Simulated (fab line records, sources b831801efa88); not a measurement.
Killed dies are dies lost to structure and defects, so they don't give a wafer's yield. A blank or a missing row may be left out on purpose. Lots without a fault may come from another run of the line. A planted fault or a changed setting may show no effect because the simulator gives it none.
A sampling plan put to the test | flow sky130 | one fab line, 52 faults that these records tell of, each judged on the records of the lots that it struck; 1 more is left out, because the records don't allow judging it
The plan is the line's own looks: the steps of the route at which a gauge or an inspection reads the wafer and doesn't change it. A look can be judged if struck wafers have a number there and the file gives its usual mean and standard deviation on fault-free wafers. Caught: at a look after the fault's first step, the mean of the struck wafers lies 4 or more of those standard deviations (sigma) from the usual mean. On the tool: the same test on the tool's own readings at the fault's steps. Another recipe on the struck wafers, or a record that is blank for them alone, also counts as caught.

THE FAULTS, as the simulator had put them in
1. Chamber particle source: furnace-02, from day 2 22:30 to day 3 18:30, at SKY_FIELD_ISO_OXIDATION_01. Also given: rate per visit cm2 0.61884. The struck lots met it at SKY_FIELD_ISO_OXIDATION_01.
2. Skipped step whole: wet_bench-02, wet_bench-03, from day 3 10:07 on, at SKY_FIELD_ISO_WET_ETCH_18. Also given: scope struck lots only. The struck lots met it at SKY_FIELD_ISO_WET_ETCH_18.
3. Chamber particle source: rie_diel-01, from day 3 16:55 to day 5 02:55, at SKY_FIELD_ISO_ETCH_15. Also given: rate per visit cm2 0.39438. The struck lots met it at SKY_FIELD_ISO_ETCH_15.
4. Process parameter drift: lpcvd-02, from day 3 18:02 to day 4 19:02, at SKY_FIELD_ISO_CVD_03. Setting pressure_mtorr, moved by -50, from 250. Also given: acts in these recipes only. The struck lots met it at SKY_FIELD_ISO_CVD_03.
5. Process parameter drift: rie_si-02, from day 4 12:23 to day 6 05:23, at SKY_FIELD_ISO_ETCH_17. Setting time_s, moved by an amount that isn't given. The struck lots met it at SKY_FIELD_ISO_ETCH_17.
6. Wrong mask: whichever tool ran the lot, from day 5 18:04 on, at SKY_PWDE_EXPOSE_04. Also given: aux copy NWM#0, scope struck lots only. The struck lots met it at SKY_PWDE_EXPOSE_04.
7. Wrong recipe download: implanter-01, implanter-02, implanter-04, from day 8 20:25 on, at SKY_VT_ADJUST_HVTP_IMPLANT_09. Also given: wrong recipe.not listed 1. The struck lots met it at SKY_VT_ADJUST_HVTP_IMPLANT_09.
8. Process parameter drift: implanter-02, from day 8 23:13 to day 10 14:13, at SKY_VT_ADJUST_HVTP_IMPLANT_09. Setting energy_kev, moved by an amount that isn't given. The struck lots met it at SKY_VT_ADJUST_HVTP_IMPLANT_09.
9. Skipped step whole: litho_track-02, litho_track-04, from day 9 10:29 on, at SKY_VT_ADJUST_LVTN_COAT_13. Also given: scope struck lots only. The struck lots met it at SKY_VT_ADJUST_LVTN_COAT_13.
10. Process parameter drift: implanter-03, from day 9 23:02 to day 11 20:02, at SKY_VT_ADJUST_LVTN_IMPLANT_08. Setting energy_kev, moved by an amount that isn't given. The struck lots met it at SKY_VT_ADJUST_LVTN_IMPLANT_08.
11. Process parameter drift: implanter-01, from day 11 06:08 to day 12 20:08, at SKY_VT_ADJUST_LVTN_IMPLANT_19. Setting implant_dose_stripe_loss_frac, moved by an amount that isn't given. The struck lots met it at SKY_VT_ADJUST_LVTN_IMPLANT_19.
12. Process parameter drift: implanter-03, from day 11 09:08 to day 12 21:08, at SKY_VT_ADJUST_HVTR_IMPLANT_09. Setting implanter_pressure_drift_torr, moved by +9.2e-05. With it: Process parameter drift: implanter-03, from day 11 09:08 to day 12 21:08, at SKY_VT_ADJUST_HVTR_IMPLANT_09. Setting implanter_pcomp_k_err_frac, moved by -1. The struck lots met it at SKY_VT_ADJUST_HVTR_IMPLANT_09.
13. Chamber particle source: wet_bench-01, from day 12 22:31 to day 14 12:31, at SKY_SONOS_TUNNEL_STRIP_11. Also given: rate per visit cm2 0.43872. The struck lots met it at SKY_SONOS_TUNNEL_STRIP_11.
14. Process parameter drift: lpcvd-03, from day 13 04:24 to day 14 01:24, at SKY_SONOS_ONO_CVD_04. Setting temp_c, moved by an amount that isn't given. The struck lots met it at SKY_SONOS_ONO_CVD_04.
15. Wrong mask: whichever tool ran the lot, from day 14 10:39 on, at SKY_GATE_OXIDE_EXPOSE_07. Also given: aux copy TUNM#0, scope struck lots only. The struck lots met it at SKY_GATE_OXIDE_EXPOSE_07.
16. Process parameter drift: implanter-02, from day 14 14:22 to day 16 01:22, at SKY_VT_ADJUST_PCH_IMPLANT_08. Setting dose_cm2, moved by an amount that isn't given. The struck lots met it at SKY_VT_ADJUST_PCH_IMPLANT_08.
17. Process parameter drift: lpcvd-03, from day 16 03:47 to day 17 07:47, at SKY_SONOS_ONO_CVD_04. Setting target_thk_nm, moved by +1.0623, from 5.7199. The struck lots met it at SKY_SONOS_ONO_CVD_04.
18. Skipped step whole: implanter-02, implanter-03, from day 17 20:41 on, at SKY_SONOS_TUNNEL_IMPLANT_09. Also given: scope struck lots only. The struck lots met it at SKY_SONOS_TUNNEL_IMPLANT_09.
19. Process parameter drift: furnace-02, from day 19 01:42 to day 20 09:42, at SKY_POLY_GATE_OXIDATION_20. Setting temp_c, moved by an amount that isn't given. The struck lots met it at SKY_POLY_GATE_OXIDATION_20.
20. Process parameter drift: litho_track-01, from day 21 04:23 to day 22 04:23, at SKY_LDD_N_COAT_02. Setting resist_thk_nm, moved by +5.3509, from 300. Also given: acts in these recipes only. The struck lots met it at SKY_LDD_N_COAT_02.
21. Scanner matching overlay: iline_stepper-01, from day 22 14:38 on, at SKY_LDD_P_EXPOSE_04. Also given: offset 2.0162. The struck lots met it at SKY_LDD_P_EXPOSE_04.
22. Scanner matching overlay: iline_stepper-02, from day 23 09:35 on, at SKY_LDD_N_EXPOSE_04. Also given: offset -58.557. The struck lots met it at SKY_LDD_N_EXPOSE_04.
23. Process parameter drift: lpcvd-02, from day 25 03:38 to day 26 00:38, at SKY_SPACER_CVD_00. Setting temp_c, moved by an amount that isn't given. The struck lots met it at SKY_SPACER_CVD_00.
24. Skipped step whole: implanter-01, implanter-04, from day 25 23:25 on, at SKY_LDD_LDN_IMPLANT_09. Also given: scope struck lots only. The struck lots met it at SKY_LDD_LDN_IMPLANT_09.
25. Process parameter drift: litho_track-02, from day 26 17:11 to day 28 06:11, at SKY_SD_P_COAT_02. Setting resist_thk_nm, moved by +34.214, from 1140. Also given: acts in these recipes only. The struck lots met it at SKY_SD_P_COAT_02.
26. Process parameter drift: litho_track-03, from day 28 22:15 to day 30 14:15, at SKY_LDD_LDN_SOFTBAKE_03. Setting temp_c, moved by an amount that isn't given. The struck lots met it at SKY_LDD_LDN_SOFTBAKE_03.
27. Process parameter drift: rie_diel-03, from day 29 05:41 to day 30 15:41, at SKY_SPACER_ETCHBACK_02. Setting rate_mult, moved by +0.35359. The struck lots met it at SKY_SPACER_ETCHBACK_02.
28. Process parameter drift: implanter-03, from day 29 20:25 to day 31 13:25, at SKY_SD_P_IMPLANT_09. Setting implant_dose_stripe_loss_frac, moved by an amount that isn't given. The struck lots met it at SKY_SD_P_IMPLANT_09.
29. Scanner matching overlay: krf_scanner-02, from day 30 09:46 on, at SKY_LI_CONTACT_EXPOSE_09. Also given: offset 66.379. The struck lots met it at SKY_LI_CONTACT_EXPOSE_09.
30. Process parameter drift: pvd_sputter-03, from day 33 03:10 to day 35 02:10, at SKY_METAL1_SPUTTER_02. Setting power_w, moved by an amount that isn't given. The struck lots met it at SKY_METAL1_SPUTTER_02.
31. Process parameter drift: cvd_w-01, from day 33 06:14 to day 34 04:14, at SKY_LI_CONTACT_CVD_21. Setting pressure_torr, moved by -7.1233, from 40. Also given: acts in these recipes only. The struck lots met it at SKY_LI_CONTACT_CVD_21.
32. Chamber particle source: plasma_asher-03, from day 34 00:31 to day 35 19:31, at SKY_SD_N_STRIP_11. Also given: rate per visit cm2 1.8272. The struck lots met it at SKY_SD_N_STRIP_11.
33. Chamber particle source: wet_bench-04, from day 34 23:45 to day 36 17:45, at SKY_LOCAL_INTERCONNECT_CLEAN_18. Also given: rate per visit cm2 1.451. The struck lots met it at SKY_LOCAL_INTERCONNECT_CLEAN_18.
34. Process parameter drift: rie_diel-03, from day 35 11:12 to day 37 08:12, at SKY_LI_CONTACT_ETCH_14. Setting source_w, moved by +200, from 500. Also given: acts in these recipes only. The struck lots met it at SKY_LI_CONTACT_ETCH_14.
35. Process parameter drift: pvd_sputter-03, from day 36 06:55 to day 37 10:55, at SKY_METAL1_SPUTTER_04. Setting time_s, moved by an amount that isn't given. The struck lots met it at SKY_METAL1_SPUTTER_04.
36. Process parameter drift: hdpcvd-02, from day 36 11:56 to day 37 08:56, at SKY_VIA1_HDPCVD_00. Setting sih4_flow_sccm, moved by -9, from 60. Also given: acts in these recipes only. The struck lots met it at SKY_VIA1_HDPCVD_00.
37. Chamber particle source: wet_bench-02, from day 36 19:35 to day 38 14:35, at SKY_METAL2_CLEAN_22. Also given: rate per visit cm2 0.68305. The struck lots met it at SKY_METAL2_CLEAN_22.
38. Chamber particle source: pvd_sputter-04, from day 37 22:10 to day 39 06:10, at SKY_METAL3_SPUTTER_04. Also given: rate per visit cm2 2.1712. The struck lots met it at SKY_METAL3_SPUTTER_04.
39. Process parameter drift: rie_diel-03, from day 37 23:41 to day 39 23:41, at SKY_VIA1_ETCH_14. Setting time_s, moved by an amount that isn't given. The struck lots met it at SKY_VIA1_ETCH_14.
40. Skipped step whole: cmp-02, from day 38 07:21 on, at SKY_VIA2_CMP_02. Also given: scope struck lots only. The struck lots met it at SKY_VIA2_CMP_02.
41. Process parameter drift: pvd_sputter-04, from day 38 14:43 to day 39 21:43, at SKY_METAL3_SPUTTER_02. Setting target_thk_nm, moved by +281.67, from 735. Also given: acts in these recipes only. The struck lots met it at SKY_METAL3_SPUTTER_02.
42. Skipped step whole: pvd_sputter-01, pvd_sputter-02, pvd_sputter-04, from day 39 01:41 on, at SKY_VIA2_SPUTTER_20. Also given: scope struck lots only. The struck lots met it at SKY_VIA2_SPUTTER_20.
43. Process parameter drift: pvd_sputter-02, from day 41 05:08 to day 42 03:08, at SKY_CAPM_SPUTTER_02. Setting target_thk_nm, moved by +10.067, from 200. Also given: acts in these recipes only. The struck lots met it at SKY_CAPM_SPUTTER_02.
44. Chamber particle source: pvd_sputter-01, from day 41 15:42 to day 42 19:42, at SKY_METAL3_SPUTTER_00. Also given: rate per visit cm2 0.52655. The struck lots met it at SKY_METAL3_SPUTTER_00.
45. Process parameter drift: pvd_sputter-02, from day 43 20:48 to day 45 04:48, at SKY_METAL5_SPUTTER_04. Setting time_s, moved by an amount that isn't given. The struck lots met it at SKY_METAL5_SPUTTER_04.
46. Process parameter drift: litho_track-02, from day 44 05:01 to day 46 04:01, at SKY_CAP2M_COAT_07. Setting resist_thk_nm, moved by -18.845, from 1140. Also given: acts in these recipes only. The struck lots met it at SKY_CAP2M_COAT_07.
47. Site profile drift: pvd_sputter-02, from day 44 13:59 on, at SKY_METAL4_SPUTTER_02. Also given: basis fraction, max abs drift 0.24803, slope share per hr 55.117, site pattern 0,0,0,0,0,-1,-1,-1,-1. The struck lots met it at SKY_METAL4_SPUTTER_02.
48. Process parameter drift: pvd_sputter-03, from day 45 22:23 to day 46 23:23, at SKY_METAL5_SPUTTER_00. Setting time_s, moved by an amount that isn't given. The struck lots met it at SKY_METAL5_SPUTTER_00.
49. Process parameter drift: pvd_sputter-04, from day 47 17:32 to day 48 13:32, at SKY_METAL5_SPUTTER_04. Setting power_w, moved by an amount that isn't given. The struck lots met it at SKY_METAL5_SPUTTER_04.
50. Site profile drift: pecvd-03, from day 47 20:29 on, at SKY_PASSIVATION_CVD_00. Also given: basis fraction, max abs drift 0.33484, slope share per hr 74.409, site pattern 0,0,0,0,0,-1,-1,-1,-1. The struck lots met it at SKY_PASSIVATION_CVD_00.
51. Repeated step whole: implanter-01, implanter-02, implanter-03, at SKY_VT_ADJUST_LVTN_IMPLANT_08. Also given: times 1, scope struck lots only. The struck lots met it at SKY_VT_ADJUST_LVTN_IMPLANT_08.
52. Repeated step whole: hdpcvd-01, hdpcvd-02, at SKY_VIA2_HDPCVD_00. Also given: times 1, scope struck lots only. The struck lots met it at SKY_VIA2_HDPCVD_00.

WHAT THE PLAN SAW
fault | on the tool itself                               | first look that catches it                      | reading, sigma                                           | median hours from its first step to that look | hours from the fault's start to the first struck lot there | judged looks passed uncaught
1     | under 2 sigma                                    | not the one look that can be judged after it    | -                                                        | -                                             | -                                                          | 1
2     | no reading that can be judged                    | no look after it can be judged                  | -                                                        | -                                             | -                                                          | 0
3     | under 2 sigma                                    | no look after it can be judged                  | -                                                        | -                                             | -                                                          | 0
4     | pressure_mtorr -87 sigma                         | SKY_FIELD_ISO_THK_MEAS_04                       | FIELD_ISO_CVD_03_THK -6.2                                | 1.8                                           | 5                                                          | 0
5     | run_length_s -17 sigma                           | no look after it can be judged                  | -                                                        | -                                             | -                                                          | 0
6     | no reading that can be judged                    | SKY_PWDE_TW_MEAS_10                             | PWDE_TW -99 or beyond                                    | 9.0                                           | 11                                                         | 0
7     | no reading that can be judged                    | SKY_VT_ADJUST_HVTP_TW_MEAS_11                   | VT_ADJUST_HVTP_TW -33                                    | 0.2                                           | 2                                                          | 0
8     | beam_energy_keV +99 or beyond sigma              | no look after it can be judged                  | -                                                        | -                                             | -                                                          | 0
9     | the tool's record is blank for the struck wafers | SKY_VT_ADJUST_NCORE_TW_MEAS_11                  | VT_ADJUST_NCORE_TW +23                                   | 35.4                                          | 39                                                         | 0
10    | beam_energy_keV +99 or beyond sigma              | no look after it can be judged                  | -                                                        | -                                             | -                                                          | 0
11    | under 2 sigma                                    | SKY_VT_ADJUST_LVTN_TW_MEAS_21                   | VT_ADJUST_LVTN_2_TW -4.8                                 | 0.2                                           | 5                                                          | 0
12    | end_station_pressure_torr +99 or beyond sigma    | SKY_VT_ADJUST_HVTR_TW_MEAS_11                   | VT_ADJUST_HVTR_TW +5.2                                   | 0.2                                           | 7                                                          | 0
13    | no reading that can be judged                    | not the one look that can be judged after it    | -                                                        | -                                             | -                                                          | 1
14    | susceptor_temp_C +71 sigma                       | SKY_SONOS_ONO_THK_MEAS_05                       | SONOS_ONO_CVD_04_THK +25                                 | 1.2                                           | 4                                                          | 0
15    | no reading that can be judged                    | SKY_GATE_OXIDE_TW_MEAS_14                       | GATE_OXIDE_TW -99 or beyond                              | 12.8                                          | 16                                                         | 0
16    | dose_ions_cm2 -99 or beyond sigma                | SKY_VT_ADJUST_PCH_TW_MEAS_10                    | VT_ADJUST_PCH_TW -10                                     | 0.2                                           | 10                                                         | 0
17    | under 2 sigma                                    | SKY_SONOS_ONO_THK_MEAS_05                       | SONOS_ONO_CVD_04_THK +8.8                                | 1.3                                           | 6                                                          | 0
18    | the tool's record is blank for the struck wafers | SKY_SONOS_TUNNEL_TW_MEAS_12                     | SONOS_TUNNEL_TW -69                                      | 0.4                                           | 4                                                          | 0
19    | tube_center_temp_C +99 or beyond sigma           | SKY_POLY_GATE_THK_MEAS_21                       | POLY_GATE_OXIDATION_THK +11                              | 1.3                                           | 17                                                         | 0
20    | no reading that can be judged                    | not the one look that can be judged after it    | -                                                        | -                                             | -                                                          | 1
21    | under 2 sigma                                    | not the one look that can be judged after it    | strongest: LDD_P_OVL at SKY_LDD_P_OVL_MEAS_08, +3.7      | -                                             | -                                                          | 1
22    | under 2 sigma                                    | SKY_LDD_N_OVL_MEAS_07                           | LDD_N_OVL -42                                            | 15.4                                          | 19                                                         | 0
23    | susceptor_temp_C +38 sigma                       | SKY_SPACER_THK_MEAS_01                          | SPACER_CVD_00_THK +25                                    | 1.2                                           | 6                                                          | 0
24    | the tool's record is blank for the struck wafers | SKY_LDD_LDN_TW_MEAS_13                          | LDD_LDN_TW -12                                           | 0.5                                           | 7                                                          | 0
25    | no reading that can be judged                    | not the one look that can be judged after it    | -                                                        | -                                             | -                                                          | 1
26    | heater_power_total_W -69 sigma                   | no look after it can be judged                  | -                                                        | -                                             | -                                                          | 0
27    | under 2 sigma                                    | none of the 2 looks that can be judged after it | -                                                        | -                                             | -                                                          | 2
28    | no reading that can be judged                    | none of the 6 looks that can be judged after it | -                                                        | -                                             | -                                                          | 6
29    | no reading that can be judged                    | SKY_LI_CONTACT_OVL_MEAS_13                      | LI_CONTACT_OVL +13                                       | 13.7                                          | 24                                                         | 1
30    | cathode_dc_power_W +99 or beyond sigma           | not the one look that can be judged after it    | strongest: METAL1_ALCU_RS at SKY_METAL1_RS_MEAS_05, -2.9 | -                                             | -                                                          | 1
31    | chamber_pressure_Torr -83 sigma                  | SKY_LI_CONTACT_RS_MEAS_22                       | LI_CONTACT_W_RS +6.9                                     | 0.1                                           | 4                                                          | 0
32    | under 2 sigma                                    | no look after it can be judged                  | -                                                        | -                                             | -                                                          | 0
33    | no reading that can be judged                    | none of the 2 looks that can be judged after it | -                                                        | -                                             | -                                                          | 2
34    | rf_fwd_power_W +85 sigma                         | no look after it can be judged                  | -                                                        | -                                             | -                                                          | 0
35    | under 2 sigma                                    | none of the 4 looks that can be judged after it | -                                                        | -                                             | -                                                          | 4
36    | sih4_flow_sccm -45 sigma                         | SKY_VIA1_THK_MEAS_01                            | VIA1_HDPCVD_THK -12                                      | 0.1                                           | 1                                                          | 0
37    | no reading that can be judged                    | no look after it can be judged                  | -                                                        | -                                             | -                                                          | 0
38    | under 2 sigma                                    | none of the 3 looks that can be judged after it | -                                                        | -                                             | -                                                          | 3
39    | run_length_s +10 sigma                           | no look after it can be judged                  | -                                                        | -                                             | -                                                          | 0
40    | the tool's record is blank for the struck wafers | none of the 2 looks that can be judged after it | strongest: VIA2_BOW at SKY_VIA2_BOW_MEAS_03, +3.8        | -                                             | -                                                          | 2
41    | under 2 sigma                                    | no look after it can be judged                  | -                                                        | -                                             | -                                                          | 0
42    | the tool's record is blank for the struck wafers | no look after it can be judged                  | -                                                        | -                                             | -                                                          | 0
43    | under 2 sigma                                    | SKY_CAPM_RS_MEAS_03                             | CAPM_TIN_RS -4.5                                         | 0.1                                           | 7                                                          | 0
44    | under 2 sigma                                    | none of the 4 looks that can be judged after it | -                                                        | -                                             | -                                                          | 4
45    | under 2 sigma                                    | no look after it can be judged                  | -                                                        | -                                             | -                                                          | 0
46    | no reading that can be judged                    | no look after it can be judged                  | -                                                        | -                                             | -                                                          | 0
47    | under 2 sigma                                    | not the one look that can be judged after it    | -                                                        | -                                             | -                                                          | 1
48    | under 2 sigma                                    | no look after it can be judged                  | -                                                        | -                                             | -                                                          | 0
49    | cathode_dc_power_W +99 or beyond sigma           | none of the 2 looks that can be judged after it | -                                                        | -                                             | -                                                          | 2
50    | under 2 sigma                                    | SKY_PASSIVATION_THK_MEAS_01                     | PASSIVATION_CVD_00_THK -10                               | 0.0                                           | 14                                                         | 0
51    | under 2 sigma                                    | SKY_VT_ADJUST_LVTN_TW_MEAS_10                   | VT_ADJUST_LVTN_TW +23                                    | 0.6                                           | -                                                          | 0
52    | no reading that can be judged                    | SKY_VIA2_THK_MEAS_01                            | VIA2_HDPCVD_THK +69                                      | 0.5                                           | -                                                          | 0
A dash: the fault isn't caught, or these records don't give the number.

Caught at a look: 22 of 52. Caught on the tool: 21 of 52. By one or the other: 32 of 52.
Caught on the tool alone: faults 5, 8, 10, 26, 30, 34, 39, 40, 42, 49.
Caught at a look alone: faults 6, 7, 11, 15, 17, 22, 29, 43, 50, 51, 52.
Caught by neither: faults 1, 2, 3, 13, 20, 21, 25, 27, 28, 32, 33, 35, 37, 38, 41, 44, 45, 46, 47, 48.

THINNER SAMPLING
If the look that catches a fault measured only every second or every third lot, by lot number, the first struck lot would be measured this late in the worst case:
fault | struck lots at that look, in order of time | every lot | every second lot | every third lot
4     | L621, L622, L623, L624                     | 5 h       | 9 h              | 15 h
6     | L885                                       | 11 h      | may miss it      | may miss it
7     | L194, L195, L196, L197                     | 2 h       | 8 h              | 18 h
9     | L668, L669                                 | 39 h      | 46 h             | may miss all 2
11    | L987, L988                                 | 5 h       | 15 h             | may miss all 2
12    | L706, L708, L709                           | 7 h       | 30 h             | may miss all 3
14    | L883, L884, L885                           | 4 h       | 9 h              | 20 h
15    | L661                                       | 16 h      | may miss it      | may miss it
16    | L507, L508, L509                           | 10 h      | 29 h             | 33 h
17    | L326, L327                                 | 6 h       | 24 h             | may miss all 2
18    | L706, L705, L707                           | 4 h       | 8 h              | 15 h
19    | L169, L170                                 | 17 h      | 27 h             | may miss all 2
22    | L176, L178, L179, L183                     | 19 h      | 35 h             | 65 h
23    | L181, L182                                 | 6 h       | 15 h             | may miss all 2
24    | L261, L262, L264                           | 7 h       | 16 h             | may miss all 3
29    | L173, L175, L179                           | 24 h      | may miss all 3   | may miss all 3
31    | L644, L645                                 | 4 h       | 10 h             | may miss all 2
36    | L770, L772                                 | 1 h       | may miss all 2   | may miss all 2
43    | L973, L976                                 | 7 h       | 16 h             | may miss all 2
50    | L384, L386                                 | 14 h      | may miss all 2   | may miss all 2
Hours are from the fault's start to the first struck lot that is measured. The limit of 4 sigma was tested on all struck wafers together, so one lot alone may lie under it. Other struck lots may not be in these records.

THE LONGEST TIMED WAY FROM STEP TO LOOK
Fault 9: a median of 35.4 hours passes between SKY_VT_ADJUST_LVTN_COAT_13 and SKY_VT_ADJUST_NCORE_TW_MEAS_11. No look between them can be judged.
